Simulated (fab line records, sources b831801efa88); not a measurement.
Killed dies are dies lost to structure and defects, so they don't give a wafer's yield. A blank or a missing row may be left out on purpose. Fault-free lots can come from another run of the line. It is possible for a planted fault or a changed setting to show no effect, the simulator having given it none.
fab line records	flow sky130
[record] lots = 6	wafers = 18	lastDay = 49
route steps=708 shown LOCAL_INTERCONNECT@405 CONTACT@406 PAD_OPEN@708
lots that met no fault: taken from a fault-free run of the same line
startH: hours from the record's opening day to when the first of the lot's shown wafers began	waitH: time in hours since the lot's previous step	" repeats the value in the row above	L1.1+2: a row that stands for several wafers	- no value, or no start given	* or withheld: withheld	< > ~ a bound
route shown NAME@n: a module of which the file shows steps, and the number in the route of the first	usual: mean/standard deviation of fault-free wafers	same: alike in all rows	chamber/n: place in a boat	sites: each site's reading	_std_site: the values' standard deviation	_edge_site: inner sites' mean taken away from outer sites' mean	radiusMm: for every site, how far away it sits from the centre of the wafer	mask NAME#n: copy n	behind: the last tool/chamber to shape the wafer	hold: cause of the lot's hold/its duration in hours/its outcome	device: which transistor (n, p or np) failed to switch	end of line: at the end of the route, the tests of the same wafers	a step without rows: its recipe alone	killed: count of dies lost to structure and defects at first sort (not the wafer's yield)	map: per-die view of a wafer (x killed, . not killed, _ where there is no die)
set.NAME: the setting the step ran with; set.NAME@STEP: the setting that earlier step ran with	model.NAME: the simulator's own value behind a step, which no gauge read
certain route steps with their lots: each step a table, each wafer a row
services: a tool's chamber out of use, with start hour (startH, from the record's first day; less than 0 if before it), hours out, and reason
[[steps]]
[step SKY_LOCAL_INTERCONNECT_CLEAN_18]
[recipe] chemistry = O3/DIW	dry = n2Spin
[step SKY_CONTACT_CVD_00]
[recipe] material = Si3N4	targetThkNm = 75	tempC = 400	timeS = withheld	rfW = 450
[usual] heaterPowerW = 695/96
lot.wafer	tool	chamber	startH	waitH	heaterPowerW
L411.1	pecvd-04	1	763.86	0.0	504
L411.2	"	0	"	"	658
L411.6	"	0	"	"	681
L412.2	pecvd-02	1	768.61	0.0	672
L412.5	"	2	"	"	587
L412.6	"	1	"	"	651
L414.1	pecvd-01	2	789.36	0.0	715
L414.4	"	0	"	"	908
L414.6	"	1	"	"	725
L415.1	pecvd-01	2	796.16	0.0	789
L415.3	"	1	"	"	725
L415.6	"	0	"	"	872
L416.1	pecvd-04	1	801.50	0.0	532
L416.4	"	1	"	"	537
L416.5	"	2	"	"	617
L420.1	pecvd-01	0	831.12	0.0	751
L420.2	"	2	"	"	724
L420.3	"	1	"	"	668
[step SKY_CONTACT_THK_MEAS_01]
[recipe] reads = Si3N4_of_CONTACT_CVD_00
[usual] CONTACT_CVD_00_THK = 75.1/1.1
lot.wafer	tool	chamber	startH	waitH	CONTACT_CVD_00_THK[nm]
L411.1	filmMetro-04	-	763.89	-	75.6
L411.2	"	-	"	"	75.6
L411.6	"	-	"	"	74.7
L412.2	filmMetro-04	-	768.67	-	72.0
L412.5	"	-	"	"	73.5
L412.6	"	-	"	"	73.1
L414.1	filmMetro-01	-	789.40	-	75.3
L414.4	"	-	"	"	76.0
L414.6	"	-	"	"	76.1
L415.1	filmMetro-03	-	796.19	-	75.2
L415.3	"	-	"	"	74.4
L415.6	"	-	"	"	75.0
L416.1	filmMetro-01	-	801.54	-	74.4
L416.4	"	-	"	"	75.8
L416.5	"	-	"	"	74.3
L420.1	filmMetro-01	-	831.16	-	74.7
L420.2	"	-	"	"	74.3
L420.3	"	-	"	"	75.4
[step SKY_CONTACT_HDPCVD_02]
[recipe] material = SiO2	targetThkNm = 565	sigmaOpenFrac = 0.3	timeS = 94.2	tempC = 600	sih4FlowSccm = 60	pressureMtorr = 6
[step SKY_CONTACT_THK_MEAS_03]
[recipe] reads = SiO2_of_CONTACT_HDPCVD_02
[usual] CONTACT_HDPCVD_THK = 565/5.9
lot.wafer	tool	chamber	startH	waitH	CONTACT_HDPCVD_THK[nm]
L411.1	filmMetro-01	-	764.02	0.0	564
L411.2	"	-	"	"	565
L411.6	"	-	"	"	564
L412.2	filmMetro-01	-	768.80	0.0	580
L412.5	"	-	"	"	573
L412.6	"	-	"	"	572
L414.1	filmMetro-04	-	789.53	0.0	567
L414.4	"	-	"	"	565
L414.6	"	-	"	"	551
L415.1	filmMetro-03	-	796.32	0.0	561
L415.3	"	-	"	"	565
L415.6	"	-	"	"	560
L416.1	filmMetro-01	-	801.67	0.0	564
L416.4	"	-	"	"	567
L416.5	"	-	"	"	563
L420.1	filmMetro-04	-	831.28	0.0	556
L420.2	"	-	"	"	553
L420.3	"	-	"	"	569
[step SKY_CONTACT_CMP_04]
[recipe] material = SiO2	downForcePsi = 4	platenRpm = 60	padVelocityMS = 0.94248
[usual] motorCurrentA = 12.3/1.4	timeToEndpointS = 84/3.4
lot.wafer	tool	chamber	startH	waitH	motorCurrentA	timeToEndpointS
L411.1	cmp-01	0	764.13	0.1	12.3	79
L411.2	"	1	"	"	12.3	80
L411.6	"	3	"	"	14.0	79
L412.2	cmp-01	3	769.00	0.2	13.2	86
L412.6	"	0	"	"	12.4	85
L412.5	"	1	"	"	13.6	82
L414.1	cmp-02	0	789.59	0.1	12.1	87
L414.4	"	2	"	"	14.1	85
L414.6	"	1	"	"	11.7	78
L415.1	cmp-02	0	796.43	0.1	12.2	84
L415.3	"	2	"	"	13.6	88
L415.6	"	0	"	"	12.0	83
L416.4	cmp-01	2	801.73	0.0	9.8	86
L416.1	"	3	"	"	13.7	85
L416.5	"	3	"	"	13.6	86
L420.2	cmp-01	2	831.39	0.1	10.0	82
L420.3	"	3	"	"	14.2	88
L420.1	"	0	"	"	12.4	85
[step SKY_CONTACT_BOW_MEAS_05]
[recipe] mode = bow
[usual] CONTACT_BOW = 83/7.6
lot.wafer	tool	chamber	startH	waitH	CONTACT_BOW[um]
L411.1	filmMetro-04	-	764.38	0.2	82
L411.2	"	-	"	"	81
L411.6	"	-	"	"	80
L412.2	filmMetro-03	-	769.17	0.1	86
L412.5	"	-	"	"	84
L412.6	"	-	"	"	76
L414.1	filmMetro-04	-	789.89	0.2	90
L414.4	"	-	"	"	84
L414.6	"	-	"	"	83
L415.1	filmMetro-04	-	796.68	0.2	78
L415.3	"	-	"	"	69
L415.6	"	-	"	"	78
L416.1	filmMetro-01	-	802.03	0.2	100
L416.4	"	-	"	"	88
L416.5	"	-	"	"	99
L420.1	filmMetro-01	-	831.64	0.1	89
L420.2	"	-	"	"	101
L420.3	"	-	"	"	89
[step SKY_CONTACT_DEHYDRATE_06]
[recipe] tempC = 200	timeS = 60
[step SKY_CONTACT_HMDS_07]
[recipe] primeTimeS = 60	primeTempC = 120
[step SKY_CONTACT_COAT_08]
[recipe] resist = BARC	tempC = withheld	timeS = withheld	spinRpm = 3000	resistThkNm = 60
[step SKY_CONTACT_COAT_09]
[recipe] resist = KrF-thick	spinRpm = 3000	resistThkNm = 450
[step SKY_CONTACT_SOFTBAKE_10]
[recipe] tempC = 100	timeS = 90	resist = KrF-thick
[step SKY_CONTACT_EXPOSE_11]
[recipe] maskId = CTM1	na = 0.8	sourceShape = annular	sigmaInner = 0.55	sigmaOuter = 0.85	targetCdNm = 170	doseMj = 38
[usual] exposureDoseMJCm2 = 38.00/0.032	focusOffsetNm = 0.1/0.46
lot.wafer	tool	chamber	startH	waitH	mask	exposureDoseMJCm2	focusOffsetNm
L411.1	krfScanner-02	0	777.83	-	CTM1#0	37.91	0.2
L411.2	"	0	"	"	CTM1#0	37.98	1.0
L411.6	"	0	"	"	CTM1#0	37.96	0.7
L412.2	krfScanner-02	0	782.88	-	CTM1#0	38.01	0.3
L412.5	"	0	"	"	CTM1#0	38.03	1.8
L412.6	"	0	"	"	CTM1#0	37.97	0.5
L414.1	krfScanner-02	0	802.80	-	CTM1#0	37.99	-0.1
L414.4	"	0	"	"	CTM1#0	37.96	0.3
L414.6	"	0	"	"	CTM1#0	37.97	1.1
L415.1	krfScanner-02	0	809.91	-	CTM1#0	37.99	-0.2
L415.3	"	0	"	"	CTM1#0	37.97	-0.6
L415.6	"	0	"	"	CTM1#0	38.02	-0.3
L416.1	krfScanner-02	0	815.96	-	CTM1#0	37.99	0.0
L416.4	"	0	"	"	CTM1#0	38.00	0.4
L416.5	"	0	"	"	CTM1#0	38.02	-0.1
L420.1	krfScanner-02	0	845.78	-	CTM1#0	37.99	-0.5
L420.2	"	0	"	"	CTM1#0	38.01	-0.9
L420.3	"	0	"	"	CTM1#0	37.98	0.1
[step SKY_CONTACT_PEB_12]
[recipe] pebTempC = withheld	pebTimeS = withheld	resist = KrF-thick
[step SKY_CONTACT_DEVELOP_13]
[recipe] developTimeS = 60	resist = KrF-thick	devTempC = 21
[step SKY_CONTACT_CD_MEAS_14]
[recipe] targetCdNm = 170
[usual] cdNm = 169.5/1.6
lot.wafer	tool	chamber	startH	waitH	cdNm
L411.1	cdSem-02	-	791.31	-	170.3
L411.2	"	-	"	"	170.1
L411.6	"	-	"	"	168.9
L412.2	cdSem-02	-	796.23	-	169.8
L412.5	"	-	"	"	168.8
L412.6	"	-	"	"	169.4
L414.1	cdSem-01	-	816.31	-	166.2
L414.4	"	-	"	"	166.1
L414.6	"	-	"	"	166.1
L415.1	cdSem-01	-	823.36	-	169.0
L415.3	"	-	"	"	170.0
L415.6	"	-	"	"	169.9
L416.1	cdSem-02	-	828.51	-	135.5
L416.4	"	-	"	"	169.9
L416.5	"	-	"	"	134.0
L420.1	cdSem-02	-	858.11	-	136.1
L420.2	"	-	"	"	170.3
L420.3	"	-	"	"	170.0
[step SKY_CONTACT_OVL_MEAS_15]
[usual] CONTACT_OVL = -3/5.4
lot.wafer	tool	chamber	startH	waitH	CONTACT_OVL[nm]
L411.1	overlay-02	-	791.43	0.1	-2
L411.2	"	-	"	"	-6
L411.6	"	-	"	"	4
L412.2	overlay-02	-	796.34	0.1	-2
L412.5	"	-	"	"	0
L412.6	"	-	"	"	0
L414.1	overlay-01	-	816.43	0.1	-3
L414.4	"	-	"	"	-4
L414.6	"	-	"	"	-6
L415.1	overlay-01	-	823.48	0.1	2
L415.3	"	-	"	"	8
L415.6	"	-	"	"	6
L416.1	overlay-02	-	828.63	0.1	-7
L416.4	"	-	"	"	-6
L416.5	"	-	"	"	-8
L420.1	overlay-01	-	858.23	0.1	-6
L420.2	"	-	"	"	-6
L420.3	"	-	"	"	-5
[step SKY_CONTACT_ETCH_16]
[recipe] chemistry = N2/H2	target = BARC	ionEnergyEv = 200	sourceW = 500	biasW = 100	pressureMtorr = 30	n2FlowSccm = 100	h2FlowSccm = 200	stopOn = SiO2	timeS = 45.9	targetDepthA = 600
[usual] biasW = 100.0/0.31	drypumpMotorCurrentA = 5.6/0.5	n2FlowSccm = 99.97/0.3	oesProductAu = 0.854/0.0044	throttleValvePct = 13.225/0.0089
lot.wafer	tool	chamber	startH	waitH	biasW	drypumpMotorCurrentA	n2FlowSccm	oesProductAu	rfHoursCounterH	throttleValvePct	model.CONTACT.cdNm
L411.1	rieDiel-02	1	791.47	0.0	100.0	4.7	100.12	0.860	9	13.219	171.3
L411.2	"	0	"	"	100.2	5.9	100.34	0.857	6	13.232	170.8
L411.6	"	1	"	"	100.1	4.7	99.87	0.851	-	13.222	170.1
L412.2	rieDiel-02	2	796.37	0.0	100.0	5.6	99.95	0.853	8	13.222	169.3
L412.5	"	1	"	"	100.0	4.7	99.74	0.856	-	13.227	168.8
L412.6	"	0	"	"	99.7	5.9	99.62	0.856	-	13.239	169
L414.1	rieDiel-02	0	816.47	0.0	99.9	5.8	99.97	0.855	7	13.225	166.4
L414.4	"	1	"	"	100.2	4.7	99.64	0.845	10	13.230	167.6
L414.6	"	3	"	"	99.9	5.2	99.86	0.849	-	13.238	166.5
L415.1	rieDiel-02	3	823.52	0.0	100.2	5.2	99.81	0.857	7	13.213	168.9
L415.3	"	2	"	"	100.3	5.6	99.78	0.851	8	13.220	169
L415.6	"	0	"	"	100.1	5.8	100.21	0.847	-	13.218	170.4
L416.1	rieDiel-02	0	828.67	0.0	100.3	5.8	99.86	0.858	8	13.227	135.6
L416.4	"	0	"	"	100.8	5.9	100.20	0.859	-	13.209	170.3
L416.5	"	3	"	"	100.2	5.2	99.79	0.854	-	13.224	134.7
L420.1	rieDiel-01	0	858.27	0.0	100.1	6.4	99.57	0.851	19	13.205	135.7
L420.2	"	2	"	"	100.5	5.6	99.55	0.854	12	13.214	170
L420.3	"	1	"	"	100.1	5.9	100.05	0.859	24	13.216	169.5
[step SKY_CONTACT_ETCH_17]
[recipe] target = SiO2	chemistry = C4F8/O2/Ar	stopOn = Si3N4	maskMaterial = KrF-thick	sourceW = 1500	biasW = 1200	pressureMtorr = 40	c4f8FlowSccm = withheld	O2_flow_sccm = 6	Ar_flow_sccm = 300	timeS = withheld	targetDepthA = 3400
[usual] biasW = 1200/3.4	oesProductAu = 0.892/0.0047
lot.wafer	tool	chamber	startH	waitH	biasW	oesProductAu
L411.1	rieDiel-02	1	791.51	0.0	1198	0.894
L411.2	"	0	"	"	1195	0.888
L411.6	"	1	"	"	1198	0.893
L412.2	rieDiel-02	2	796.41	0.0	1194	0.889
L412.5	"	1	"	"	1198	0.894
L412.6	"	0	"	"	1209	0.894
L414.1	rieDiel-02	0	816.51	0.0	1193	0.897
L414.4	"	1	"	"	1198	0.887
L414.6	"	3	"	"	1194	0.903
L415.1	rieDiel-02	3	823.56	0.0	1195	0.895
L415.3	"	2	"	"	1205	0.885
L415.6	"	0	"	"	1198	0.888
L416.1	rieDiel-02	0	828.71	0.0	1198	0.894
L416.4	"	0	"	"	1199	0.888
L416.5	"	3	"	"	1193	0.889
L420.1	rieDiel-01	0	858.31	0.0	1196	0.890
L420.2	"	2	"	"	1197	0.892
L420.3	"	1	"	"	1199	0.892
[step SKY_CONTACT_ETCH_18]
[recipe] target = Si3N4	chemistry = CHF3/O2	stopOn = TiN	sourceW = 600	biasW = 200	pressureMtorr = 40	chf3FlowSccm = 50	O2_flow_sccm = 5	timeS = 39	targetDepthA = 750
[usual] biasW = 199.9/0.55	chf3FlowSccm = 49.99/0.15	drypumpMotorCurrentA = 5.6/0.5	oesProductAu = 0.855/0.0084	throttleValvePct = 8.793/0.0086
lot.wafer	tool	chamber	startH	waitH	biasW	chf3FlowSccm	drypumpMotorCurrentA	oesProductAu	rfHoursCounterH	throttleValvePct	model.CONTACT.cdNm
L411.1	rieDiel-02	1	-	-	198.7	50.18	4.7	0.864	9	8.808	171.3
L411.2	"	0	"	"	200.4	50.17	5.8	0.857	6	8.787	170.9
L411.6	"	1	"	"	198.6	50.25	4.7	0.858	-	8.792	170.1
L412.2	rieDiel-02	2	-	-	200.3	49.85	5.6	0.832	8	8.792	169.3
L412.5	"	1	"	"	201.3	49.93	4.7	0.843	-	8.788	168.5
L412.6	"	0	"	"	199.8	49.92	5.8	0.844	-	8.791	169
L414.1	rieDiel-02	0	-	-	199.2	50.15	5.8	0.854	7	8.795	166.3
L414.4	"	1	"	"	200.3	50.34	4.7	0.861	10	8.792	167.5
L414.6	"	3	"	"	201.0	49.88	5.2	0.864	-	8.787	166.8
L415.1	rieDiel-02	3	-	-	200.5	50.17	5.2	0.854	7	8.789	169.2
L415.3	"	2	"	"	201.6	49.87	5.6	0.856	8	8.791	169
L415.6	"	0	"	"	201.2	50.11	5.9	0.849	-	8.785	170
L416.1	rieDiel-02	0	-	-	200.6	50.01	5.8	0.851	8	8.803	135.5
L416.4	"	0	"	"	200.5	49.82	5.8	0.853	-	8.810	170.1
L416.5	"	3	"	"	199.9	50.09	5.2	0.848	-	8.786	135.2
L420.1	rieDiel-01	0	-	-	200.0	50.00	6.4	0.853	19	8.784	135.7
L420.2	"	2	"	"	200.2	49.79	5.6	0.847	12	8.797	170.2
L420.3	"	1	"	"	200.4	49.88	5.9	0.853	24	8.797	169.9
[step SKY_CONTACT_STRIP_19]
[recipe] chemistry = O2/N2	powerW = 1400	pressureMtorr = 1500	platenTempC = withheld	o2FlowSccm = 3000	n2FlowSccm = 300	overashFraction = 0.5
[usual] drypumpMotorCurrentA = 6.10/0.29	n2FlowSccm = 300.0/0.91	oesProductAu = 0.380/0.0043	stripTimeToEndpointS = 3.618/0.025
lot.wafer	tool	chamber	startH	waitH	drypumpMotorCurrentA	n2FlowSccm	oesProductAu	rfHoursCounterH	stripTimeToEndpointS
L411.1	plasmaAsher-02	1	791.60	-	6.51	299.3	0.385	5	3.642
L411.2	"	0	"	"	5.73	300.1	0.381	5	3.621
L411.6	"	1	"	"	6.55	299.6	0.387	-	3.620
L412.2	plasmaAsher-02	0	796.50	-	5.75	298.6	0.378	5	3.610
L412.5	"	1	"	"	6.53	299.6	0.382	-	3.665
L412.6	"	0	"	"	5.75	299.0	0.383	-	3.631
L414.1	plasmaAsher-03	1	816.60	-	6.19	299.6	0.376	37	3.654
L414.4	"	1	"	"	6.17	300.3	0.374	-	3.628
L414.6	"	0	"	"	5.95	299.4	0.377	-	3.619
L415.1	plasmaAsher-03	0	823.65	-	5.97	301.3	0.385	38	3.602
L415.3	"	0	"	"	5.96	300.7	0.379	-	3.563
L415.6	"	0	"	"	5.96	299.2	0.381	-	3.612
L416.1	plasmaAsher-03	0	828.80	-	5.97	299.8	0.384	39	3.618
L416.4	"	1	"	"	6.15	300.5	0.384	-	3.628
L416.5	"	0	"	"	5.95	300.6	0.380	-	3.627
L420.1	plasmaAsher-03	0	858.40	-	5.97	300.7	0.381	42	3.596
L420.2	"	1	"	"	6.16	299.2	0.385	42	3.599
L420.3	"	0	"	"	5.95	300.0	0.385	-	3.615
[step SKY_PAD_OPEN_PROBE_99]
[usual] killed_at_M0_to_M3 = 44/6.8	killed_at_M4_up = 3.2/1.7	killedAtContacts = 24/4.9	killedAtFrontEnd = 14/4.1	killedAtOther = 0.2/0.51	killedDies = 85/8.7	killedOnRim = 16/4	killedOpen = 46/6.8	killedShort = 39/6.1
[same] grossDies = 492	killedAtBackSide = 0
lot.wafer	tool	chamber	startH	waitH	killed_at_M0_to_M3	killed_at_M4_up	killedAtContacts	killedAtFrontEnd	killedAtOther	killedDies	killedOnRim	killedOpen	killedShort
L412.2	prober-02	-	1129.98	0.1	36	3	28	12	0	79	17	48	31
L412.5	prober-02	-	1130.13	0.2	46	2	26	13	0	87	10	47	40
L412.6	prober-02	-	1130.18	0.2	51	6	29	25	1	112	25	62	50
L414.1	prober-02	-	1137.71	0.1	40	0	25	15	0	80	12	41	39
L414.4	prober-02	-	1137.86	0.2	41	3	24	15	0	83	17	38	45
L414.6	prober-02	-	1137.96	0.2	44	5	24	18	0	91	25	44	47
L415.1	prober-01	-	1142.57	0.1	56	2	20	13	0	91	17	47	44
L415.3	prober-01	-	1142.67	0.2	43	5	25	12	0	85	18	43	42
L415.6	prober-01	-	1142.82	0.2	38	1	17	11	1	68	14	35	33
L416.1	prober-02	-	1144.66	0.1	53	4	335	15	0	407	92	50	41
L416.4	prober-02	-	1144.81	0.2	53	1	23	17	0	94	15	52	42
L416.5	prober-02	-	1144.86	0.2	46	3	358	11	0	418	93	51	25
L420.1	prober-02	-	1171.22	0.1	49	7	336	16	1	409	93	43	44
L420.2	prober-02	-	1171.27	0.1	41	3	24	13	0	81	11	37	44
L420.3	prober-02	-	1171.32	0.2	35	5	25	15	0	80	11	48	32
// killed by level:class
L412.2 VIA2:geometricParticle:open=10 CONTACT:geometricParticle:short=8 LI_CONTACT:geometricParticle:open=7 CONTACT:geometricParticle:open=7 VIA3:geometricParticle:open=6 VIA1:geometricParticle:open=6 FIELD_ISO:geometricParticle:open=5 VIA1:geometricParticle:short=5
L412.5 VIA1:geometricParticle:open=12 CONTACT:geometricParticle:open=10 LOCAL_INTERCONNECT:geometricParticle:short=8 METAL1:geometricParticle:short=7 FIELD_ISO:geometricParticle:short=6 FIELD_ISO:geometricParticle:open=6 VIA2:geometricParticle:open=6 VIA1:geometricParticle:short=5
L412.6 VIA2:geometricParticle:open=13 CONTACT:geometricParticle:open=11 VIA1:geometricParticle:open=11 LI_CONTACT:geometricParticle:open=10 FIELD_ISO:geometricParticle:short=9 METAL2:geometricParticle:short=6 FIELD_ISO:geometricParticle:open=5 POLY_GATE:geometricParticle:open=4
L414.1 LI_CONTACT:geometricParticle:open=11 VIA2:geometricParticle:open=9 FIELD_ISO:geometricParticle:short=6 CONTACT:geometricParticle:short=6 METAL1:geometricParticle:short=6 VIA1:geometricParticle:open=6 VIA3:geometricParticle:short=5 SPACER:geometricParticle:open=4
L414.4 VIA1:geometricParticle:open=7 CONTACT:geometricParticle:open=7 METAL2:geometricParticle:short=7 FIELD_ISO:geometricParticle:short=6 LI_CONTACT:geometricParticle:open=6 LOCAL_INTERCONNECT:geometricParticle:short=6 FIELD_ISO:geometricParticle:open=5 METAL3:geometricParticle:short=5
L414.6 VIA1:geometricParticle:open=13 CONTACT:geometricParticle:open=7 METAL1:geometricParticle:short=7 POLY_GATE:geometricParticle:open=5 LI_CONTACT:geometricParticle:open=5 METAL2:geometricParticle:short=5 METAL4:geometricParticle:short=5 LI_CONTACT:geometricParticle:short=4
L415.1 VIA1:geometricParticle:open=17 METAL2:geometricParticle:short=11 VIA1:geometricParticle:short=7 VIA3:geometricParticle:open=7 CONTACT:geometricParticle:open=6 FIELD_ISO:geometricParticle:open=5 LI_CONTACT:geometricParticle:short=5 SPACER:geometricParticle:short=4
L415.3 CONTACT:geometricParticle:open=10 VIA1:geometricParticle:open=9 VIA2:geometricParticle:open=8 METAL2:geometricParticle:short=7 VIA1:geometricParticle:short=6 LI_CONTACT:geometricParticle:open=6 POLY_GATE:geometricParticle:open=5 FIELD_ISO:geometricParticle:short=4
L415.6 VIA1:geometricParticle:open=11 CONTACT:geometricParticle:open=7 METAL2:geometricParticle:short=6 VIA2:geometricParticle:open=6 CONTACT:geometricParticle:short=5 METAL1:geometricParticle:short=5 FIELD_ISO:geometricParticle:short=4 VIA3:geometricParticle:open=4
L416.1 CONTACT:areaExpose=316 VIA1:geometricParticle:open=16 VIA3:geometricParticle:open=12 LI_CONTACT:geometricParticle:open=5 CONTACT:geometricParticle:open=5 METAL1:geometricParticle:short=5 VIA2:geometricParticle:open=5 SPACER:geometricParticle:short=4
L416.4 VIA1:geometricParticle:open=16 CONTACT:geometricParticle:open=9 METAL2:geometricParticle:short=9 LI_CONTACT:geometricParticle:open=7 METAL1:geometricParticle:short=6 VIA1:geometricParticle:short=5 VIA2:geometricParticle:open=5 POLY_GATE:geometricParticle:open=4
L416.5 CONTACT:areaExpose=342 VIA1:geometricParticle:open=13 VIA3:geometricParticle:open=10 METAL1:geometricParticle:short=8 CONTACT:geometricParticle:open=7 LI_CONTACT:geometricParticle:open=5 VIA2:geometricParticle:open=5 POLY_GATE:geometricParticle:open=4
L420.1 CONTACT:areaExpose=322 VIA1:geometricParticle:open=11 METAL1:geometricParticle:short=7 VIA1:geometricParticle:short=7 VIA3:geometricParticle:open=7 METAL4:geometricParticle:short=6 CONTACT:geometricParticle:open=6 VIA2:geometricParticle:short=6
L420.2 CONTACT:geometricParticle:open=8 VIA1:geometricParticle:open=8 CONTACT:geometricParticle:short=6 METAL1:geometricParticle:short=6 VIA3:geometricParticle:open=6 VIA1:geometricParticle:short=5 METAL2:geometricParticle:short=5 FIELD_ISO:geometricParticle:short=4
L420.3 VIA1:geometricParticle:open=11 CONTACT:geometricParticle:open=9 FIELD_ISO:geometricParticle:open=5 LI_CONTACT:geometricParticle:short=4 VIA2:geometricParticle:open=4 METAL1:geometricParticle:short=4 VIA3:geometricParticle:open=4 POLY_GATE:geometricParticle:short=3
// map L416.5 (x killed, . not)
__________xxxxxxxxxx_________
________xxxxxxxxxxxxxx_______
______xxxxxxxxxxxxxxxxxx_____
_____xxxxxxxxxxxxxxxxxxxx____
____xxxxxxxxxxxxxxxxxxxxxx___
___x.xxxxxxxxxxxx.xxxxxxxxx__
__xxxxxxxx.xxxx..xxxxxxxxxxx_
_xxxxx.x..xx.xxxx.xxxxxxxxxxx
_xxxxxxxxx.xxxx.xxxxxxxxxxxxx
_xx..xxxx..xx.xxxxxxxxxxxxxxx
_xxxxxxx.x.x.xx..xxxxxxx.xxxx
_xxx.x..x.x...xx.x.x.xxxxxxxx
_xxxx.xx.xxx....xxxxx.xxxxxxx
_xxxx.x.xx.xxx...xx.x..xxxxxx
_xxxxxxxxxx.x.x.x..xxxx.xxxxx
__.xxxxx.x.xxxxxx.x...xxxxxx_
___xx.x.x.xxxxxxxxx..xxxxxx__
____xxxx.xxxxxxxx.xxxxxxxx___
_____xxxxxxxxxx.xx.xxxxxx____
______xxxxxxx.xxxxxxxxxx_____
________xxxxxxxxx.xxx._______
__________xxxxxxxxxx_________
// map L420.1 (x killed, . not)
__________xxxxxxxxxx_________
________xxxxxxxxxxxxxx_______
______xxxxxxxxxxxxxxxxxx_____
_____xxxxxxxxxxxxxxxxxxxx____
____xxxxxxxxxxxxxxxxxxxxxx___
___xxxxxxx.xxxxx.xxxxxxxxxx__
__xxxxxxxxxxxxxx.xxxxxxxxxxx_
_xxxxx..xxxx.xxxxxxxxxxxxxxxx
_xxxxxxxxx.x...xxxx..x.xxxxxx
_xxxxxxxx.xx.xxx.xxxxxxxxxxxx
_xxxxxx.x.xxxxx..xx.xxxxxxxxx
_x.xxxxxxx..x..x.xxxxxx.xxxxx
_xxxxxx.x..xx.x.xx...xxxxxxxx
_xxxx.x..xxxx..xxx.xxxxx.xxxx
_xxxxxxx..xx.xxx.xxxxxxxx.xxx
__xxxxxxx.x..x.x..x..xxxx.xx_
___xx...xxx...x.x....xxxxxx__
____x.xx..xxxxxx.x.xxxx.xx___
_____xx.x.xxxxxxxxxxxxxxx____
______xx.xx..xx.x.xxxxxx_____
________xxxxxx.xxxxxxx_______
__________xxxxxxx.xx_________
[[services]]
tool	chamber	startH	hours	kind
cmp-02	-	744.00	4.0	pm
rieDiel-01	0	748.85	11.4	repair
rieDiel-01	2	751.81	3.0	repair
cmp-02	-	751.82	7.6	pm
plasmaAsher-03	-	757.29	3.5	repair
rieDiel-01	2	762.22	52.3	repair
rieDiel-02	3	764.44	26.5	repair
pecvd-04	1	768.50	14.3	repair
rieDiel-01	3	772.81	12.5	repair
rieDiel-01	0	775.66	3.3	repair
krfScanner-02	-	780.23	0.8	pm
cmp-01	-	786.15	4.3	repair
plasmaAsher-03	-	794.37	15.5	repair
pecvd-01	1	798.15	10.5	repair
rieDiel-01	0	798.87	4.5	repair
pecvd-04	1	804.26	2.8	repair
plasmaAsher-03	-	804.96	1.6	repair
rieDiel-01	1	807.07	13.0	repair
pecvd-04	-	816.90	2.7	repair
rieDiel-02	1	821.04	10.0	repair
plasmaAsher-02	-	821.65	11.7	repair
cmp-01	-	826.63	3.8	pm
plasmaAsher-02	-	833.31	14.6	pm
cmp-01	-	833.79	0.7	repair
[[key]]
[firstSign] step = SKY_CONTACT_CD_MEAS_14	reading = cdNm	direction = down	sigmas = 21	usual = 169.5	struck = 135.2
[effect] step = SKY_PAD_OPEN_PROBE_99	reading = killedAtContacts	direction = up	sigmas = 65	usual = 24	struck = 343
[modelEffect] step = SKY_CONTACT_ETCH_16	value = CONTACT.cdNm	without = 170.2	struck = 135.4
[modelEffect] step = SKY_CONTACT_ETCH_18	value = CONTACT.cdNm	without = 170.2	struck = 135.4
[moreKillsBornAt] SKY_CONTACT_EXPOSE_11@krfScanner-02 = 980
metAt SKY_CONTACT_EXPOSE_11
struckWafers L416.1,L416.5,L420.1
laterRowsLeftOut L416.1,L416.5,L420.1
testerLeftOut L416,L420
onsetBetween 809.91 815.96
[fault] kind = processParameterDrift	tool = krfScanner-02	chamber = -	onsetH = 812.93	steps = SKY_CONTACT_EXPOSE_11	channel = focusNm	offset = 275.14	shape = step	endH = 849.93	scope = struckWafersOnly
// testerLeftOut: of these lots the tester's yield and bins aren't shown, on N5 and GAA mostly nor the transistor test; their killed dies are dies lost to structure and defects alone, not to doping, threshold or leakage, so they don't give the yield
// laterRowsLeftOut: the simulator's readings of these wafers behind a module that went badly wrong aren't trusted and aren't shown, but for the sort
